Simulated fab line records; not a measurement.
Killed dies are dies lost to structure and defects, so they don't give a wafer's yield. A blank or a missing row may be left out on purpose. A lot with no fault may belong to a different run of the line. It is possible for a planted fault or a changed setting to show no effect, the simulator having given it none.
A single fault, viewed from 2 desks	flow sky130	what lay behind the numbers comes last; until then each desk has only its own

== AT THE METROLOGY DESK ==
What the gauges read for every lot (on any tool): the sampled wafers with a number, averaged. If a lot's mean is further than 4 standard deviations from the usual mean, the lot is out of limits and carries the mark OUT (the distance appears in the brackets).
Columns: A = LDD_HVP_TW at SKY_LDD_HVP_TW_MEAS_10, usual 455; B = SD_N_RS at SKY_SD_N_RS_MEAS_16, usual 68.60 ohm/sq; C = LI_CONTACT_BOW at SKY_LI_CONTACT_BOW_MEAS_03, usual 54 um
lot	first seen here	A	B	C
L953	day 21 14:28	459	68.43	55
L954	day 21 23:43	459	68.46	48
L955	day 22 05:20	459	68.74	54
L956	day 22 13:31	457	68.68	58
L959	day 23 16:22	457	68.59	61
L960	day 24 06:38	455	68.62	48
L963	day 25 10:20	460	67.76 (-7.0) OUT	52
L967	day 26 16:08	452	67.85 (-6.2) OUT	51
L968	day 27 02:22	457	68.58	58
L975	day 29 13:37	452	68.68	57
L976	day 29 20:22	459	68.87	49
This desk finds L963, L967 out of limits, with the earliest case on L963 at day 31 10:49 (SD_N_RS at SKY_SD_N_RS_MEAS_16). L953, L954, L955, L956, L959, L960, L968, L975, L976 stayed within limits.

== DESK OF THE TOOL OWNER: implanter-04 ==
The tool's own readings at SKY_SD_N_IMPLANT_09: means of the sampled wafers that have a number, for each lot that ran on this tool. If a lot's mean is further than 4 standard deviations from the usual mean, the lot is out of limits and carries the mark OUT (the distance appears in the brackets).
Columns: A = endStationPressureTorr at SKY_SD_N_IMPLANT_09, usual 1.32e-05 Torr; B = faradayCurrentUA at SKY_SD_N_IMPLANT_09, usual 12046
lot	first seen here	A	B
L955	day 28 10:55	1.28e-05	12026
L959	day 29 21:27	1.35e-05	12160
L963	day 31 10:08	4.82e-05 (+40) OUT	10521
L967	day 32 15:20	4.57e-05 (+37) OUT	10759
L976	day 35 12:55	1.33e-05	11999
Finding of this desk: L963, L967 out of limits; the first was L963 at day 31 10:08, on endStationPressureTorr at SKY_SD_N_IMPLANT_09. L955, L959, L976 stayed within limits.

== ALL TOGETHER ==
At day 31 10:08, on L963, L967, the tool owner's desk was in a position to raise an alarm.
At day 31 10:49 the metrology desk could have sounded an alarm, on L963, L967.
All the named lots went through SKY_SD_N_IMPLANT_09 on implanter-04.

== WHAT THE SIMULATOR PUT IN ==
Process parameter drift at SKY_SD_N_IMPLANT_09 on implanter-04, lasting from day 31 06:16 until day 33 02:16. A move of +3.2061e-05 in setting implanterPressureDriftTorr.
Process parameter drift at SKY_SD_N_IMPLANT_09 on implanter-04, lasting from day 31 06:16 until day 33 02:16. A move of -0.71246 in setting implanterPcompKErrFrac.
Shown lots that were struck: L963, L967.
Fault start to first reading out of limits, in hours, per desk: tool owner, 4; metrology, 5.
